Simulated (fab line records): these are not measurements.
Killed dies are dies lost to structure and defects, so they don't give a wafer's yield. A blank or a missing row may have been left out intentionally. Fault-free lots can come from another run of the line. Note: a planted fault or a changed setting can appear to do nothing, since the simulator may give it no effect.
Commonality check across tools || flow sky130 || 12 lots and 36 wafers in the sample

## WHY IT WAS OPENED
2 of 12 lots carry a flag on the reading VIA1_HDPCVD_THK at SKY_VIA1_THK_MEAS_01. Wafers without a fault read 1055 nm, standard deviation 9.3.
Rule: a lot is flagged when every wafer of it that has a number lies more than 4 standard deviations from that mean, or none has a number. As for the other lots, they are considered sound.

{"lot": "L164", "measured": "day 34 03:09", "on": "film_metro-03", "VIA1_HDPCVD_THK (nm), wafer by wafer": "1065 1056 1053", "flag": ""}
{"lot": "L166", "measured": "day 34 14:51", "on": "film_metro-03", "VIA1_HDPCVD_THK (nm), wafer by wafer": "1062 1047 1059", "flag": ""}
{"lot": "L168", "measured": "day 35 02:26", "on": "film_metro-01", "VIA1_HDPCVD_THK (nm), wafer by wafer": "1059 1061 1059", "flag": ""}
{"lot": "L169", "measured": "day 35 07:43", "on": "film_metro-04", "VIA1_HDPCVD_THK (nm), wafer by wafer": "1053 1062 1060", "flag": ""}
{"lot": "L170", "measured": "day 35 20:23", "on": "film_metro-04", "VIA1_HDPCVD_THK (nm), wafer by wafer": "1069 1079 1068", "flag": ""}
{"lot": "L171", "measured": "day 35 23:20", "on": "film_metro-04", "VIA1_HDPCVD_THK (nm), wafer by wafer": "1045 1045 1049", "flag": ""}
{"lot": "L173", "measured": "day 36 07:28", "on": "film_metro-04", "VIA1_HDPCVD_THK (nm), wafer by wafer": "1074 1079 1064", "flag": ""}
{"lot": "L174", "measured": "day 37 00:28", "on": "film_metro-04", "VIA1_HDPCVD_THK (nm), wafer by wafer": "2096 2092 2112", "flag": "FLAGGED"}
{"lot": "L175", "measured": "day 37 06:02", "on": "film_metro-04", "VIA1_HDPCVD_THK (nm), wafer by wafer": "1063 1047 1054", "flag": ""}
{"lot": "L179", "measured": "day 38 19:10", "on": "film_metro-01", "VIA1_HDPCVD_THK (nm), wafer by wafer": "2104 2106 2098", "flag": "FLAGGED"}
{"lot": "L184", "measured": "day 39 11:51", "on": "film_metro-03", "VIA1_HDPCVD_THK (nm), wafer by wafer": "1040 1054 1055", "flag": ""}
{"lot": "L185", "measured": "day 39 13:40", "on": "film_metro-03", "VIA1_HDPCVD_THK (nm), wafer by wafer": "1062 1060 1059", "flag": ""}
Averaged over the flagged lots the numbers come to 2101 nm, +1046 nm from the usual (+99 or more standard deviations).

## WHICH TOOL RAN EACH LOT
The record holds 3 process steps before the reading, out of a route of 708 steps. Every cell lists first the tool, next ch and the chambers used by the sampled wafers, and last the start.
{"lot": "L164", "flag": "", "SKY_CONTACT_CMP_04": "cmp-01 ch 0,2,3, day 31 18:40", "SKY_CONTACT_CVD_24": "cvd_w-01 ch 0,1, day 32 22:23", "SKY_VIA1_HDPCVD_00": "hdpcvd-02 ch 0,1, day 34 02:59"}
{"lot": "L166", "flag": "", "SKY_CONTACT_CMP_04": "cmp-01 ch 0,2, day 32 07:53", "SKY_CONTACT_CVD_24": "cvd_w-02 ch 1, day 33 11:48", "SKY_VIA1_HDPCVD_00": "hdpcvd-01 ch 0,1,2, day 34 14:44"}
{"lot": "L168", "flag": "", "SKY_CONTACT_CMP_04": "cmp-02 ch 0,1,2, day 32 17:58", "SKY_CONTACT_CVD_24": "cvd_w-01 ch 0,1, day 33 21:56", "SKY_VIA1_HDPCVD_00": "hdpcvd-02 ch 0,2, day 35 02:20"}
{"lot": "L169", "flag": "", "SKY_CONTACT_CMP_04": "cmp-02 ch 1,3, day 33 00:23", "SKY_CONTACT_CVD_24": "cvd_w-02 ch 0,1, day 34 03:23", "SKY_VIA1_HDPCVD_00": "hdpcvd-01 ch 0,2, day 35 07:35"}
{"lot": "L170", "flag": "", "SKY_CONTACT_CMP_04": "cmp-02 ch 1,2,3, day 33 14:13", "SKY_CONTACT_CVD_24": "cvd_w-01 ch 0,1, day 34 17:05", "SKY_VIA1_HDPCVD_00": "hdpcvd-02 ch 0,1,2, day 35 20:17"}
{"lot": "L171", "flag": "", "SKY_CONTACT_CMP_04": "cmp-02 ch 0,1,2, day 33 15:43", "SKY_CONTACT_CVD_24": "cvd_w-01 ch 0,1, day 34 19:33", "SKY_VIA1_HDPCVD_00": "hdpcvd-01 ch 1,2, day 35 23:13"}
{"lot": "L173", "flag": "", "SKY_CONTACT_CMP_04": "cmp-02 ch 2,3, day 34 00:15", "SKY_CONTACT_CVD_24": "cvd_w-01 ch 0,1, day 35 03:51", "SKY_VIA1_HDPCVD_00": "hdpcvd-02 ch 0,1, day 36 07:19"}
{"lot": "L174", "flag": "FLAGGED", "SKY_CONTACT_CMP_04": "cmp-02 ch 1,2,3, day 34 17:58", "SKY_CONTACT_CVD_24": "cvd_w-02 ch 0,1, day 35 20:51", "SKY_VIA1_HDPCVD_00": "hdpcvd-01 ch 0,1,2, day 37 00:04"}
{"lot": "L175", "flag": "", "SKY_CONTACT_CMP_04": "cmp-02 ch 1,2, day 34 22:35", "SKY_CONTACT_CVD_24": "cvd_w-01 ch 0,1, day 36 02:09", "SKY_VIA1_HDPCVD_00": "hdpcvd-01 ch 0,2, day 37 05:54"}
{"lot": "L179", "flag": "FLAGGED", "SKY_CONTACT_CMP_04": "cmp-02 ch 1,2, day 36 13:27", "SKY_CONTACT_CVD_24": "cvd_w-01 ch 0,1, day 37 16:17", "SKY_VIA1_HDPCVD_00": "hdpcvd-02 ch 0,1,2, day 38 18:47"}
{"lot": "L184", "flag": "", "SKY_CONTACT_CMP_04": "cmp-01 ch 2,3, day 37 07:44", "SKY_CONTACT_CVD_24": "cvd_w-02 ch 0,1, day 38 10:00", "SKY_VIA1_HDPCVD_00": "hdpcvd-01 ch 0,2, day 39 11:44"}
{"lot": "L185", "flag": "", "SKY_CONTACT_CMP_04": "cmp-01 ch 1,2, day 37 09:50", "SKY_CONTACT_CVD_24": "cvd_w-02 ch 0,1, day 38 11:38", "SKY_VIA1_HDPCVD_00": "hdpcvd-02 ch 0,1, day 39 13:32"}
These steps, and what they do:
- SKY_CONTACT_CMP_04: polishes SiO2.
- SKY_CONTACT_CVD_24: deposits W, target thk 340 nm, time 102.12 s.
- SKY_VIA1_HDPCVD_00: deposits SiO2, target thk 1030 nm, time 171.7 s.
- SKY_VIA1_THK_MEAS_01

## FLAGGED OVER TOTAL, TOOL BY TOOL (the gauges that took the reading come last)
{"step": "SKY_CONTACT_CMP_04", "tool": "cmp-01", "lots run": 4, "flagged": 0, "share of the flagged lots": "none", "sound lots run after its first flagged lot": "-"}
{"step": "SKY_CONTACT_CMP_04", "tool": "cmp-02", "lots run": 8, "flagged": 2, "share of the flagged lots": "all", "sound lots run after its first flagged lot": "1 (L175)"}
{"step": "SKY_CONTACT_CVD_24", "tool": "cvd_w-01", "lots run": 7, "flagged": 1, "share of the flagged lots": "some", "sound lots run after its first flagged lot": 0}
{"step": "SKY_CONTACT_CVD_24", "tool": "cvd_w-02", "lots run": 5, "flagged": 1, "share of the flagged lots": "some", "sound lots run after its first flagged lot": "2 (L184,L185)"}
{"step": "SKY_VIA1_HDPCVD_00", "tool": "hdpcvd-01", "lots run": 6, "flagged": 1, "share of the flagged lots": "some", "sound lots run after its first flagged lot": "2 (L175,L184)"}
{"step": "SKY_VIA1_HDPCVD_00", "tool": "hdpcvd-02", "lots run": 6, "flagged": 1, "share of the flagged lots": "some", "sound lots run after its first flagged lot": "1 (L185)"}
{"step": "SKY_VIA1_THK_MEAS_01", "tool": "film_metro-01", "lots run": 2, "flagged": 1, "share of the flagged lots": "some", "sound lots run after its first flagged lot": 0}
{"step": "SKY_VIA1_THK_MEAS_01", "tool": "film_metro-03", "lots run": 4, "flagged": 0, "share of the flagged lots": "none", "sound lots run after its first flagged lot": "-"}
{"step": "SKY_VIA1_THK_MEAS_01", "tool": "film_metro-04", "lots run": 6, "flagged": 1, "share of the flagged lots": "some", "sound lots run after its first flagged lot": "1 (L175)"}

## WHAT THE TABLE ALLOWS
In the table, 1 row covers all flagged lots: cmp-02 at SKY_CONTACT_CMP_04.
- cmp-02 at SKY_CONTACT_CMP_04: 2 of its 8 lots flagged. Sound lots ran on it after the first flagged one (L175), which a lasting fault on the whole tool wouldn't allow.
No row of the table ran every flagged lot and no sound lot after the first.

## WHAT HAD BEEN PUT IN BY THE SIMULATOR
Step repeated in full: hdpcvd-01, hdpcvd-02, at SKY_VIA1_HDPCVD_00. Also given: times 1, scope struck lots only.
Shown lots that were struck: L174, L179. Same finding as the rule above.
